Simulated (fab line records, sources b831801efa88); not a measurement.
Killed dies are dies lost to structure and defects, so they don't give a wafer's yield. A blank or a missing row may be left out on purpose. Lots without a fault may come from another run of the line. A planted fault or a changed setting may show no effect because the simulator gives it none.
Chamber matching | flow sfq_line | SFQ_TRILAYER_I6_CMP_CMP_166 on cmp-02: 4 sister chambers
The step polishes SiO2. 4 wafers are shown with their chamber, then 9 later ones without.

WAFERS WITH THEIR CHAMBER
wafer  | chamber | motor_current_A (A)
L754.4 | 3       | 10.9
L754.5 | 0       | 10.5
L756.5 | 2       | 10.0
L756.6 | 1       | 10.5

WAFERS WITHOUT THEIR CHAMBER
wafer  | motor_current_A (A)
L758.1 | 10.4
L758.4 | 10.1
L758.6 | 10.6
L759.1 | 10.2
L759.5 | 10.3
L759.6 | 9.3
L760.2 | 10.0
L760.4 | 9.7
L760.5 | 9.9

WHICH CHAMBER EACH WENT THROUGH
wafer  | from the rows above               | in truth
L758.1 | can't be placed: 0 or 1 or 2 or 3 | 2
L758.4 | can't be placed: 2 or 0 or 1      | 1
L758.6 | can't be placed: 0 or 1 or 3 or 2 | 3
L759.1 | can't be placed: 2 or 0 or 1 or 3 | 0
L759.5 | can't be placed: 0 or 1 or 2 or 3 | 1
L759.6 | can't be placed: 2 or 0 or 1      | 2
L760.2 | can't be placed: 2 or 0 or 1      | 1
L760.4 | can't be placed: 2 or 0 or 1      | 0
L760.5 | can't be placed: 2 or 0 or 1      | 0
Placed correctly: 0 of 9. Can't be placed from these rows: 9 (the true chamber is among the candidates in 9). Placed wrongly: 0.
How it was worked out, from the rows above alone: a wafer's distance from a chamber is the root of the sum, over the readings, of the square of ((its reading less the chamber's mean) divided by the reading's scatter). The wafer belongs to the nearest chamber; if the next one is less than 2 further off, it can't be placed. A chamber's mean is the mean of its shown wafers. The scatter: with one shown wafer a chamber, the root of the mean of the squares of how far each hidden wafer lies from its nearest shown one.
